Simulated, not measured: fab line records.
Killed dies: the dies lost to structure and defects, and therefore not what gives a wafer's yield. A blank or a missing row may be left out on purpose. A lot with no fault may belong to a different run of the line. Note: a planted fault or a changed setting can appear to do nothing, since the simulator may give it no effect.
Which tool is to blame? ; flow gf180mcu ; Sampling: 14 lots, 42 wafers, 4 of 602 route steps

## WHAT THE GAUGES READ, wafer by wafer
The record holds no reading of a measuring or inspecting step that can be judged against a usual standard deviation.

## WHAT TOOL EACH LOT RAN ON (gives the tool, then ch and the chambers of the sampled wafers, and finally the start)
lot;GF_SALICIDE_RTA_08;GF_CONTACT_CVD_02;GF_M2_SPUTTER_04;GF_V2_CMP_04
L277;rtp anneal-01 ch 0, day 15 01:32;pecvd-01 ch 1,2, day 15 01:45;pvd sputter-04, day 18 01:50;cmp-01 ch 1,2,3, day 19 03:05
L278;rtp anneal-02 ch 0, day 15 11:07;pecvd-04 ch 0,1,2, day 15 11:18;pvd sputter-04, day 18 12:38;cmp-02 ch 0,2,3, day 19 13:53
L280;rtp anneal-02 ch 0, day 16 08:20;pecvd-04 ch 0,1,2, day 16 08:33;pvd sputter-04, day 19 12:58;cmp-02 ch 0,2, day 20 14:29
L281;rtp anneal-02 ch 0, day 16 16:43;pecvd-01 ch 0,1, day 16 16:53;pvd sputter-03, day 19 21:22;cmp-01 ch 0,2,3, day 20 23:05
L282;rtp anneal-01 ch 0, day 16 23:29;pecvd-01 ch 0,1, day 16 23:41;pvd sputter-02, day 20 03:10;cmp-01 ch 1,2,3, day 21 04:23
L283;rtp anneal-02 ch 0, day 17 06:10;pecvd-02 ch 0,1,2, day 17 06:22;pvd sputter-02, day 20 12:56;cmp-02 ch 0,3, day 21 13:55
L286;rtp anneal-01, day 18 08:57;-;-;-
L287;rtp anneal-01, day 18 21:35;-;-;-
L293;rtp anneal-02 ch 0, day 21 00:32;pecvd-01 ch 0,1,2, day 21 00:43;pvd sputter-02, day 24 03:02;cmp-01 ch 1,2, day 25 02:02
L294;rtp anneal-01 ch 0, day 21 08:43;pecvd-02 ch 1,2, day 21 08:53;pvd sputter-04, day 24 11:26;cmp-01 ch 0,1,3, day 25 10:16
L296;rtp anneal-02 ch 0, day 21 23:08;pecvd-04 ch 1,2, day 21 23:20;pvd sputter-04, day 25 00:13;cmp-01 ch 1,3, day 25 22:17
L297;rtp anneal-01 ch 0, day 22 06:34;pecvd-01 ch 0,2, day 22 06:45;pvd sputter-03, day 25 06:31;cmp-01 ch 1,2,3, day 26 05:11
L298;rtp anneal-01 ch 0, day 22 16:29;pecvd-02 ch 0,1,2, day 22 16:41;pvd sputter-02, day 25 16:14;cmp-01 ch 0,1,2, day 26 14:17
L300;rtp anneal-01 ch 0, day 23 07:07;pecvd-02 ch 0,1, day 23 07:19;pvd sputter-04, day 26 04:59;cmp-02 ch 2,3, day 27 03:01
- GF_SALICIDE_RTA_08: time 30 s.
- GF_CONTACT_CVD_02: deposits SiO2 from TEOS, target thk 860 nm, time 95.992 s.
- GF_M2_SPUTTER_04: material TiN, target thk 50 nm, time 41.7 s.
- GF_V2_CMP_04: polishes SiO2.

## WHAT THE TOOLS THEMSELVES READ (means of the sampled wafers that have a number; where no wafer has one, the mark that the record gives instead)
GF_SALICIDE_RTA_08. Usual: anneal temp c max 803.7, standard deviation 0.68; chamber o2 ppm 1.996, standard deviation 0.021; lamp power pct 14.5 %, standard deviation 0.81; wafer_temp_C_max 803.3, standard deviation 0.7.
lot;tool;anneal temp c max;chamber o2 ppm;lamp power pct (%);wafer_temp_C_max;flag
L277;rtp anneal-01;804.1;2.022;13.6;803.4;
L278;rtp anneal-02;803.9;2.017;15.2;802.8;
L280;rtp anneal-02;803.2;2.014;15.2;803.8;
L281;rtp anneal-02;803.6;1.997;15.2;803.3;
L282;rtp anneal-01;803.7;1.996;13.6;803.7;
L283;rtp anneal-02;804.1;1.976;15.2;803.8;
L286;rtp anneal-01;-;-;-;-;OFF
L287;rtp anneal-01;-;-;-;-;OFF
L293;rtp anneal-02;803.7;1.989;15.2;803.5;
L294;rtp anneal-01;804.1;1.975;13.6;802.8;
L296;rtp anneal-02;804.1;1.982;15.2;803.1;
L297;rtp anneal-01;803.3;2.001;13.6;802.9;
L298;rtp anneal-01;803.9;1.990;13.6;802.8;
L300;rtp anneal-01;803.5;1.992;13.6;803.4;

GF_CONTACT_CVD_02. Usual: heater power w 661 W, standard deviation 84.
lot;tool;heater power w (W);flag
L277;pecvd-01;640;
L278;pecvd-04;682;
L280;pecvd-04;645;
L281;pecvd-01;595;
L282;pecvd-01;621;
L283;pecvd-02;677;
L293;pecvd-01;603;
L294;pecvd-02;699;
L296;pecvd-04;657;
L297;pecvd-01;715;
L298;pecvd-02;698;
L300;pecvd-02;627;

GF_M2_SPUTTER_04. Usual: throttle valve pct 30.0 %, standard deviation 1.
lot;tool;throttle valve pct (%);flag
L277;pvd sputter-04;30.9;
L278;pvd sputter-04;30.6;
L280;pvd sputter-04;30.6;
L281;pvd sputter-03;29.7;
L282;pvd sputter-02;29.8;
L283;pvd sputter-02;28.2;
L293;pvd sputter-02;29.2;
L294;pvd sputter-04;30.9;
L296;pvd sputter-04;30.5;
L297;pvd sputter-03;29.8;
L298;pvd sputter-02;30.4;
L300;pvd sputter-04;30.6;

GF_V2_CMP_04. Usual: edge zone pressure frac 1.000, standard deviation 0.0048; head pressure psi 4.000 psi, standard deviation 0.0094; motor current A 12.2 A, standard deviation 1.8; time to endpoint s 81 s, standard deviation 4.8.
lot;tool;edge zone pressure frac;head pressure psi (psi);motor current A (A);time to endpoint s (s);flag
L277;cmp-01;0.995;4.004;11.5;85;
L278;cmp-02;1.002;3.996;12.5;84;
L280;cmp-02;1.002;3.996;11.2;82;
L281;cmp-01;0.999;4.005;11.1;83;
L282;cmp-01;0.998;4.004;11.4;88;
L283;cmp-02;1.005;4.004;11.5;79;
L293;cmp-01;0.996;3.987;11.6;78;
L294;cmp-01;1.000;4.000;11.3;84;
L296;cmp-01;0.998;3.998;11.3;77;
L297;cmp-01;1.006;3.998;11.6;78;
L298;cmp-01;0.998;4.006;11.2;77;
L300;cmp-02;1.000;3.995;12.8;85;

## THE ANSWER, worked out from the rows above alone
Rule: a lot is off if the mean of its wafers that have a number lies more than 3 standard deviations from the usual mean. A lot without any number at a reading at which 4 lots or more have one is off too. Any other lot the step has rows for is counted as sound. The gauges are gone through in route order, then the tools' own readings, and for those a lot's mean is taken as printed above. The first step at which some lot is off is used, and at that step the reading that is off furthest; a lot without a number counts as furthest.
Off: L286, L287, at GF_SALICIDE_RTA_08 (anneal temp c max). Without a number there: L286, L287.
If a tool, at that step or one of the process steps before it, ran each lot that is off and ran no sound lot following the first of them, it fits. Of those tried, none fits.

## WHAT HAD BEEN PUT IN BY THE SIMULATOR
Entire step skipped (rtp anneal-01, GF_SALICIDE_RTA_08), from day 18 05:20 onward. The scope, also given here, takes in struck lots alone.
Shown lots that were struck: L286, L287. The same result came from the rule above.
